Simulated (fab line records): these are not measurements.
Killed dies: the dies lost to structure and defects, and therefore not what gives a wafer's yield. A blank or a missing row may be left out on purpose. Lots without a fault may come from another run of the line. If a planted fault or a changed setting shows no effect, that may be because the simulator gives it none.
8D (eight disciplines) problem report, filled in by code | flow sky130 | the parts of the form that need people (team, actions taken, sign-off) are left out

1. WHAT WENT WRONG
At SKY_VIA3_COAT_07, spin_speed_rpm averages 3330.8 rpm over 6 wafers from 2 lots, while fault-free wafers read 3000.2 rpm, standard deviation 1.9. That is +99 or more standard deviations from the usual mean.
The step: resist thk 450 nm.
First seen on wafer L594.1, day 42 11:00, on litho_track-04. The record holds 33 wafers of 11 lots with a number at this step. Rule for "out", or "out of limits": more than 4 standard deviations from the usual mean. Any other wafer with a number is counted as sound.

2. WHAT IT IS, AND WHAT IT ISN'T
question                    | is                     | is not
which readings at this step | spin_speed_rpm         | -
which lots                  | L594, L598             | L584, L585, L587, L588, L591, L593, L595, L596, L605
which wafers of those lots  | all that have a number | -
read on which tools         | litho_track-04         | litho_track-01, litho_track-03
when                        | from day 42 11:00      | up to then (18 sound wafers); but 9 sound wafers of L595, L596, L605 came after

3. SUSPECTS, AND WHAT RULES EACH OUT
Counting: a tool stays on the suspect list if, at a process step up to the reading, it processed all lots that are out and no sound lot following the first of them.
- litho_track-04 at SKY_VIA3_COAT_07 (resist thk 450 nm): kept. All lots that are out passed through it, beginning with L594 at day 42 11:00, and no sound lot followed; its final sound lot before that point was L593 at day 42 04:00. On those wafers its own readings are out: spin_speed_rpm.
The count leaves litho_track-04 at SKY_VIA3_COAT_07.

4. THE CAUSE (what the simulator had put in)
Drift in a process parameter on litho_track-04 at SKY_VIA3_COAT_07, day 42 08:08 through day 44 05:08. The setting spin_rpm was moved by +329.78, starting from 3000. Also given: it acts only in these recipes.
Counting left only this tool.

5. THE CHAIN OF EFFECTS, in route order
Each row: a reading whose mean over the struck wafers that have a number lies more than 3 standard deviations from the usual. Only readings for which the record gives a usual standard deviation are gone through. hours: the time from each lot's start at the first step in this table that gives one to its start at this step, as a median over the lots. sigmas: the change in usual standard deviations.
hours | step              | reading                  | usual      | on struck wafers | change | sigmas
0     | SKY_VIA3_COAT_07  | spin_speed_rpm           | 3000.2 rpm | 3330.8           | +330.6 | +99 or more
13    | SKY_VIA3_STRIP_16 | strip_time_to_endpoint_s | 4.127 s    | 3.875            | -0.252 | -13
Here are the process steps it includes:
- SKY_VIA3_COAT_07: resist thk 450 nm.
- SKY_VIA3_STRIP_16: strips in O2/N2.
At these later measuring or inspecting steps, every struck wafer for which the step has a row has a number for every such reading, and none has moved that far: SKY_PASSIVATION_THK_MEAS_03.

6. HOW IT WOULD HAVE BEEN CAUGHT EARLIER
First out-of-limits reading in this record: day 42 11:00, which is 3 hours after fault onset at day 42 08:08.
